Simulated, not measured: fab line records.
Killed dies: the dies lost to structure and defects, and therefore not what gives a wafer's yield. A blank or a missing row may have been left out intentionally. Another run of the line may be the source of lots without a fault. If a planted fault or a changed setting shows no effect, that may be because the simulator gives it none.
Which tool is to blame? | flow sky130 | Sampling: 24 lots, 72 wafers, 6 of 708 route steps

WHAT THE GAUGES SHOWED, per wafer
SKY_LI_CONTACT_THK_MEAS_01. Usual: LI_CONTACT_HDPCVD_THK 933 nm, standard deviation 10.
lot  | measured     | on            | LI_CONTACT_HDPCVD_THK (nm) | flag
L074 | day 27 10:00 | film metro-02 | 941 942 926                |
L075 | day 27 12:05 | film metro-01 | 935 918 936                |
L076 | day 28 03:23 | film metro-02 | 913 924 932                |
L077 | day 28 10:22 | film metro-04 | 932 929 936                |
L078 | day 28 16:20 | film metro-01 | 931 921 919                |
L079 | day 29 13:12 | film metro-02 | 937 934 931                |
L080 | day 29 22:01 | film metro-02 | 934 939 926                |
L081 | day 30 00:56 | film metro-01 | 944 938 925                |
L082 | day 30 13:46 | film metro-02 | 938 930 924                |
L083 | day 30 15:39 | film metro-04 | 933 940 937                |
L084 | day 31 08:07 | film metro-02 | 924 941 923                |
L086 | day 31 15:02 | film metro-01 | 950 944 951                |
L085 | day 31 19:17 | film metro-01 | 940 930 925                |
L087 | day 32 03:40 | film metro-04 | 922 948 941                |
L088 | day 32 16:29 | film metro-04 | 966 953 950                |
L089 | day 32 19:14 | film metro-02 | 917 911 940                |
L090 | day 33 01:05 | film metro-04 | 944 937 940                |
L091 | day 33 08:27 | film metro-04 | 950 935 933                |
L092 | day 33 16:31 | film metro-04 | 953 933 924                |
L093 | day 35 17:38 | film metro-02 | 934 931 932                |
L097 | day 35 18:34 | film metro-01 | 925 926 932                |
L094 | day 35 22:03 | film metro-02 | 921 922 915                |
L096 | day 35 22:48 | film metro-04 | 937 916 927                |
L095 | day 36 01:28 | film metro-04 | 928 936 935                |

SKY_CONTACT_BOW_MEAS_05. Usual: CONTACT_BOW 81 um, standard deviation 6.5.
lot  | measured     | on            | CONTACT_BOW (um) | flag
L074 | day 29 23:08 | film metro-03 | 69 76 79         |
L075 | day 30 01:38 | film metro-02 | 80 79 95         |
L076 | day 30 15:29 | film metro-02 | 89 84 88         |
L077 | day 30 22:12 | film metro-03 | 69 84 77         |
L078 | day 31 05:18 | film metro-04 | 85 75 81         |
L079 | day 31 23:54 | film metro-03 | 87 86 87         |
L080 | day 32 07:59 | film metro-02 | 83 77 88         |
L081 | day 32 10:04 | film metro-03 | 75 73 75         |
L082 | day 32 23:42 | film metro-02 | 80 80 76         |
L083 | day 33 01:52 | film metro-04 | 92 90 79         |
L084 | day 33 17:23 | film metro-04 | 83 79 76         |
L086 | day 34 00:53 | film metro-04 | 82 80 89         |
L085 | day 34 04:25 | film metro-03 | 83 87 81         |
L087 | day 34 13:22 | film metro-03 | 82 82 84         |
L088 | day 35 00:49 | film metro-02 | 74 79 82         |
L089 | day 35 03:02 | film metro-02 | 80 75 91         |
L090 | day 35 10:08 | film metro-02 | 86 82 79         |
L091 | day 35 15:36 | film metro-04 | 74 81 84         |
L092 | day 36 00:55 | film metro-03 | 66 74 82         |
L093 | day 38 01:59 | film metro-03 | 81 79 90         |
L097 | day 38 02:16 | film metro-04 | 76 76 77         |
L094 | day 38 04:52 | film metro-02 | 72 76 82         |
L096 | day 38 06:30 | film metro-03 | 85 88 80         |
L095 | day 38 08:52 | film metro-02 | 90 90 84         |

SKY_VIA1_BOW_MEAS_03. Usual: VIA1_BOW 80 um, standard deviation 6.7.
lot  | measured     | on            | VIA1_BOW (um) | flag
L074 | day 32 08:31 | film metro-02 | 71 77 81      |
L075 | day 32 11:53 | film metro-01 | 81 78 95      |
L076 | day 33 01:01 | film metro-01 | 86 83 86      |
L077 | day 33 08:53 | film metro-04 | 70 85 78      |
L078 | day 33 14:23 | film metro-02 | 88 77 83      |
L079 | day 34 09:42 | film metro-04 | 86 85 86      |
L080 | day 34 16:40 | film metro-01 | 81 77 88      |
L081 | day 34 18:51 | film metro-01 | 73 69 71      |
L082 | day 35 08:08 | film metro-01 | 81 79 75      |
L083 | day 35 11:08 | film metro-01 | 93 92 81      |
L084 | day 36 02:05 | film metro-02 | 85 81 78      |
L086 | day 36 09:33 | film metro-02 | 86 83 92      |
L085 | day 36 12:15 | film metro-02 | 82 86 79      |
L087 | day 36 21:28 | film metro-02 | 77 77 79      |
L088 | day 37 08:56 | film metro-04 | 73 76 79      |
L089 | day 37 10:43 | film metro-04 | 75 71 87      |
L090 | day 37 18:14 | film metro-01 | 83 81 78      |
L091 | day 38 00:28 | film metro-02 | 71 79 83      |
L092 | day 38 08:35 | film metro-04 | 65 72 79      |
L093 | day 40 08:43 | film metro-04 | 80 78 89      |
L097 | day 40 08:59 | film metro-04 | 74 78 77      |
L094 | day 40 10:30 | film metro-01 | 71 73 78      |
L096 | day 40 11:22 | film metro-02 | 84 85 78      |
L095 | day 40 13:41 | film metro-01 | 90 89 84      |

WHAT TOOL EACH LOT RAN ON (gives the tool, then ch and the chambers of the sampled wafers, and finally the start)
lot  | SKY_CONTACT_STRIP_19                 | SKY_METAL1_SPUTTER_01        | SKY_METAL1_ETCH_18
L074 | plasma asher-04 ch 0,1, day 31 02:28 | pvd sputter-02, day 31 03:44 | rie metal-02 ch 0,1, day 32 07:16
L075 | plasma asher-04 ch 0,1, day 31 05:18 | pvd sputter-02, day 31 06:34 | rie metal-04 ch 0,1, day 32 10:36
L076 | plasma asher-03 ch 0,1, day 31 18:36 | pvd sputter-01, day 31 19:52 | rie metal-04 ch 0,1, day 32 23:47
L077 | plasma asher-03 ch 0,1, day 32 01:54 | pvd sputter-02, day 32 03:13 | rie metal-02 ch 0,1, day 33 07:37
L078 | plasma asher-01 ch 0,1, day 32 08:48 | pvd sputter-01, day 32 10:07 | rie metal-04 ch 0,1, day 33 13:08
L079 | plasma asher-01 ch 0,1, day 33 03:45 | pvd sputter-03, day 33 05:03 | rie metal-03 ch 0, day 34 08:29
L080 | plasma asher-03 ch 0,1, day 33 11:34 | pvd sputter-02, day 33 12:59 | rie metal-03 ch 0,1, day 34 15:27
L081 | plasma asher-01 ch 0,1, day 33 13:07 | pvd sputter-01, day 33 14:23 | rie metal-03 ch 0, day 34 17:35
L082 | plasma asher-01 ch 0,1, day 34 02:42 | pvd sputter-02, day 34 03:58 | rie metal-02 ch 0,1, day 35 06:53
L083 | plasma asher-03 ch 0, day 34 05:03   | pvd sputter-01, day 34 06:37 | rie metal-02 ch 0,1, day 35 09:53
L084 | plasma asher-04 ch 0,1, day 34 20:06 | pvd sputter-01, day 34 21:25 | rie metal-04 ch 0, day 36 00:41
L086 | plasma asher-01 ch 0,1, day 35 03:21 | pvd sputter-02, day 35 04:37 | rie metal-04 ch 0,1, day 36 08:14
L085 | plasma asher-03 ch 0,1, day 35 07:15 | pvd sputter-03, day 35 08:47 | rie metal-02 ch 0, day 36 10:53
L087 | plasma asher-01 ch 0,1, day 35 16:03 | pvd sputter-02, day 35 17:24 | rie metal-04 ch 0,1, day 36 20:14
L088 | plasma asher-04 ch 0,1, day 36 03:02 | pvd sputter-01, day 36 04:19 | rie metal-04 ch 0,1, day 37 07:40
L089 | plasma asher-03 ch 0,1, day 36 05:48 | pvd sputter-03, day 36 07:05 | rie metal-02 ch 0, day 37 09:30
L090 | plasma asher-04 ch 0,1, day 36 13:00 | pvd sputter-02, day 36 14:19 | rie metal-04 ch 0,1, day 37 16:43
L091 | plasma asher-04 ch 0, day 36 18:52   | pvd sputter-03, day 36 20:15 | rie metal-03 ch 0,1, day 37 21:45
L092 | plasma asher-03 ch 1, day 37 04:15   | pvd sputter-02, day 37 05:31 | rie metal-04 ch 0,1, day 38 07:08
L093 | plasma asher-03 ch 0,1, day 39 03:33 | pvd sputter-02, day 39 04:51 | rie metal-02 ch 0,1, day 40 07:04
L097 | plasma asher-04 ch 0,1, day 39 04:04 | pvd sputter-01, day 39 05:22 | rie metal-03 ch 0,1, day 40 07:08
L094 | plasma asher-03 ch 0,1, day 39 06:00 | pvd sputter-01, day 39 07:29 | rie metal-04 ch 0,1, day 40 09:15
L096 | plasma asher-03 ch 0,1, day 39 07:27 | pvd sputter-01, day 39 08:44 | rie metal-03 ch 0,1, day 40 10:07
L095 | plasma asher-01 ch 0,1, day 39 09:45 | pvd sputter-01, day 39 11:01 | rie metal-02 ch 1, day 40 12:22
- SKY_CONTACT_STRIP_19: strips in O2/N2.
- SKY_METAL1_SPUTTER_01: material TiN, target thk 20 nm, time 16.7 s.
- SKY_METAL1_ETCH_18: etches BARC in N2/H2, stops on SiO2, time 45.9 s, target depth 60 nm.

AS READ BY THE TOOLS THEMSELVES (means over the sampled wafers that have a number; for cases with no such wafer, the mark the record gives instead)
SKY_CONTACT_STRIP_19. Usual: drypump motor current A 5.5 A, standard deviation 0.39; oes product au 0.379 a.u., standard deviation 0.005; strip time to endpoint s 3.600 s, standard deviation 0.026.
lot  | tool            | drypump motor current A (A) | oes product au (a.u.) | strip time to endpoint s (s) | flag
L074 | plasma asher-04 | 5.9                         | 0.373                 | 3.574                        |
L075 | plasma asher-04 | 5.9                         | 0.380                 | 3.595                        |
L076 | plasma asher-03 | 5.3                         | 0.375                 | 3.592                        |
L077 | plasma asher-03 | 5.3                         | 0.379                 | 3.585                        |
L078 | plasma asher-01 | 5.3                         | 0.377                 | 3.600                        |
L079 | plasma asher-01 | 5.3                         | 0.382                 | 3.595                        |
L080 | plasma asher-03 | 5.5                         | 0.375                 | 3.603                        |
L081 | plasma asher-01 | 5.3                         | 0.378                 | 3.623                        |
L082 | plasma asher-01 | 5.2                         | 0.384                 | 3.626                        |
L083 | plasma asher-03 | 5.0                         | 0.379                 | 3.602                        |
L084 | plasma asher-04 | 5.9                         | 0.384                 | 3.625                        |
L086 | plasma asher-01 | 5.5                         | 0.378                 | 3.582                        |
L085 | plasma asher-03 | 5.5                         | 0.377                 | 3.586                        |
L087 | plasma asher-01 | 5.5                         | 0.386                 | 3.627                        |
L088 | plasma asher-04 | 5.9                         | 0.379                 | 3.612                        |
L089 | plasma asher-03 | 5.5                         | 0.377                 | 3.602                        |
L090 | plasma asher-04 | 5.8                         | 0.376                 | 3.609                        |
L091 | plasma asher-04 | 6.0                         | 0.380                 | 3.615                        |
L092 | plasma asher-03 | 5.7                         | 0.380                 | 3.594                        |
L093 | plasma asher-03 | 5.5                         | 0.382                 | 3.612                        |
L097 | plasma asher-04 | 5.9                         | 0.383                 | 3.642                        |
L094 | plasma asher-03 | 5.3                         | 0.384                 | 3.600                        |
L096 | plasma asher-03 | 5.2                         | 0.378                 | 3.623                        |
L095 | plasma asher-01 | 5.5                         | 0.379                 | 3.586                        |

SKY_METAL1_SPUTTER_01. Usual: throttle valve pct 30.2 %, standard deviation 1.1.
lot  | tool           | throttle valve pct (%) | flag
L074 | pvd sputter-02 | 29.8                   |
L075 | pvd sputter-02 | 29.7                   |
L076 | pvd sputter-01 | 31.1                   |
L077 | pvd sputter-02 | 29.3                   |
L078 | pvd sputter-01 | 30.9                   |
L079 | pvd sputter-03 | 30.4                   |
L080 | pvd sputter-02 | 30.2                   |
L081 | pvd sputter-01 | 31.0                   |
L082 | pvd sputter-02 | 30.3                   |
L083 | pvd sputter-01 | 30.2                   |
L084 | pvd sputter-01 | 30.2                   |
L086 | pvd sputter-02 | 30.8                   |
L085 | pvd sputter-03 | 30.1                   |
L087 | pvd sputter-02 | 30.3                   |
L088 | pvd sputter-01 | 30.9                   |
L089 | pvd sputter-03 | 30.4                   |
L090 | pvd sputter-02 | 30.3                   |
L091 | pvd sputter-03 | 30.2                   |
L092 | pvd sputter-02 | 29.7                   |
L093 | pvd sputter-02 | 29.5                   |
L097 | pvd sputter-01 | 30.7                   |
L094 | pvd sputter-01 | 30.6                   |
L096 | pvd sputter-01 | 30.7                   |
L095 | pvd sputter-01 | 30.6                   |

SKY_METAL1_ETCH_18. Usual: drypump motor current A 5.6 A, standard deviation 0.58; oes product au 0.855 a.u., standard deviation 0.0047; throttle valve pct 13.226 %, standard deviation 0.0092.
lot  | tool         | drypump motor current A (A) | oes product au (a.u.) | throttle valve pct (%) | flag
L074 | rie metal-02 | 6.0                         | 0.853                 | 13.228                 |
L075 | rie metal-04 | 5.1                         | 0.855                 | 13.235                 |
L076 | rie metal-04 | 5.1                         | 0.860                 | 13.227                 |
L077 | rie metal-02 | 6.3                         | 0.855                 | 13.236                 |
L078 | rie metal-04 | 5.1                         | 0.853                 | 13.217                 |
L079 | rie metal-03 | 5.1                         | 0.852                 | 13.229                 |
L080 | rie metal-03 | 5.8                         | 0.852                 | 13.227                 |
L081 | rie metal-03 | 5.1                         | 0.858                 | 13.229                 |
L082 | rie metal-02 | 6.2                         | 0.850                 | 13.236                 |
L083 | rie metal-02 | 6.0                         | 0.855                 | 13.225                 |
L084 | rie metal-04 | 5.0                         | 0.858                 | 13.229                 |
L086 | rie metal-04 | 5.1                         | 0.854                 | 13.240                 |
L085 | rie metal-02 | 6.5                         | 0.852                 | 13.225                 |
L087 | rie metal-04 | 5.1                         | 0.852                 | 13.222                 |
L088 | rie metal-04 | 5.1                         | 0.852                 | 13.218                 |
L089 | rie metal-02 | 6.5                         | 0.854                 | 13.219                 |
L090 | rie metal-04 | 5.1                         | 0.861                 | 13.226                 |
L091 | rie metal-03 | 5.5                         | 0.858                 | 13.221                 |
L092 | rie metal-04 | 5.0                         | 0.857                 | 13.225                 |
L093 | rie metal-02 | 6.0                         | 0.853                 | 13.222                 |
L097 | rie metal-03 | 5.5                         | 0.857                 | 13.220                 |
L094 | rie metal-04 | 5.1                         | 0.855                 | 13.217                 |
L096 | rie metal-03 | 5.8                         | 0.853                 | 13.218                 |
L095 | rie metal-02 | 5.8                         | 0.852                 | 13.228                 |

THE ANSWER, worked out from the rows above alone
Rule: take the mean of a lot's wafers that have a number; if it is more than 3 standard deviations from the usual mean, the lot is off. Also off: a lot with no number at a reading for which 4 or more lots have one. Any other lot the step has rows for is counted as sound. Order of review: gauges by route order, followed by the tools' own readings, for which a lot's mean as printed above is used. At the first step where some lot is off, the reading lying furthest off is the one used; lots without a number count as furthest.
Across all readings shown, no lot is off: no conclusion can be drawn from this.

WHAT THE SIMULATOR HAD INSERTED
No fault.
